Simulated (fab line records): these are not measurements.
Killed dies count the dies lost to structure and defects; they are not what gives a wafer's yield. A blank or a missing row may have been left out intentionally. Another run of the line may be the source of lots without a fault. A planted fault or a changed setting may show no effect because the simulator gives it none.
Which tool was responsible? ; flow gf180mcu ; 13 lots with 39 wafers sampled at 2 steps, on a route of 602 steps

## WHAT THE GAUGES READ, wafer by wafer
GF_V2_RS_MEAS_24: measurement is done with a four-point probe. Usual: V2_W_RS typically reads 0.329 ohm/sq, with standard deviation 0.0034.
lot;measured;on;V2_W_RS (ohm/sq);flag
L129;day 20 11:56;filmMetro-03;0.327 0.331 0.323;
L130;day 20 20:01;filmMetro-03;0.327 0.329 0.329;
L133;day 22 02:10;filmMetro-01;0.328 0.325 0.328;
L135;day 22 17:47;filmMetro-01;0.328 0.327 0.330;
L139;day 24 07:12;filmMetro-03;0.330 0.330 0.330;
L140;day 24 17:32;filmMetro-01;0.333 0.332 0.332;
L141;day 24 21:31;filmMetro-04;0.338 0.335 0.338;
L142;day 25 07:35;filmMetro-01;0.330 0.329 0.331;
L145;day 26 08:07;filmMetro-01;0.330 0.331 0.327;
L146;day 26 14:35;filmMetro-01;0.329 0.328 0.332;
L147;day 26 17:58;filmMetro-04;0.327 0.325 0.329;
L148;day 27 05:25;filmMetro-01;0.320 0.324 0.324;
L152;day 28 06:51;filmMetro-03;0.330 0.333 0.332;

## WHAT TOOL EACH LOT RAN ON (gives the tool, then ch and the chambers of the sampled wafers, and finally the start)
lot;GF_V2_SPUTTER_22
L129;pvdSputter-04, day 20 11:44
L130;pvdSputter-01, day 20 19:51
L133;pvdSputter-03, day 22 02:01
L135;pvdSputter-04, day 22 17:31
L139;pvdSputter-04, day 24 07:01
L140;pvdSputter-03, day 24 17:22
L141;pvdSputter-01, day 24 21:20
L142;pvdSputter-04, day 25 07:23
L145;pvdSputter-01, day 26 07:58
L146;pvdSputter-04, day 26 14:25
L147;pvdSputter-04, day 26 17:49
L148;pvdSputter-03, day 27 05:16
L152;pvdSputter-01, day 28 06:41
- GF_V2_SPUTTER_22: material TiN, target thk 10 nm, time 40 s.

## WHAT THE TOOLS THEMSELVES READ (means of the sampled wafers that have a number; where no wafer has one, the mark that the record gives instead)
GF_V2_SPUTTER_22. Usual: throttleValvePct at 30.6 %, with a standard deviation of 0.85.
lot;tool;throttleValvePct (%);flag
L129;pvdSputter-04;30.8;
L130;pvdSputter-01;30.7;
L133;pvdSputter-03;30.1;
L135;pvdSputter-04;29.8;
L139;pvdSputter-04;29.9;
L140;pvdSputter-03;31.2;
L141;pvdSputter-01;31.2;
L142;pvdSputter-04;29.5;
L145;pvdSputter-01;30.9;
L146;pvdSputter-04;31.3;
L147;pvdSputter-04;30.5;
L148;pvdSputter-03;30.2;
L152;pvdSputter-01;30.6;

## THE ANSWER, worked out from the rows above alone
Rule: take the mean of a lot's wafers that have a number; if it is more than 3 standard deviations from the usual mean, the lot is off. A lot without any number at a reading at which 4 lots or more have one is off too. The other lots that the step has rows for count as sound. The gauges are gone through in route order, then the tools' own readings, and for those a lot's mean is taken as printed above. The first step at which some lot is off is used, and at that step the reading that is off furthest; a lot without a number counts as furthest.
Nothing can be told from this: no lot is off at any reading shown.

## WHAT HAD BEEN PUT IN BY THE SIMULATOR
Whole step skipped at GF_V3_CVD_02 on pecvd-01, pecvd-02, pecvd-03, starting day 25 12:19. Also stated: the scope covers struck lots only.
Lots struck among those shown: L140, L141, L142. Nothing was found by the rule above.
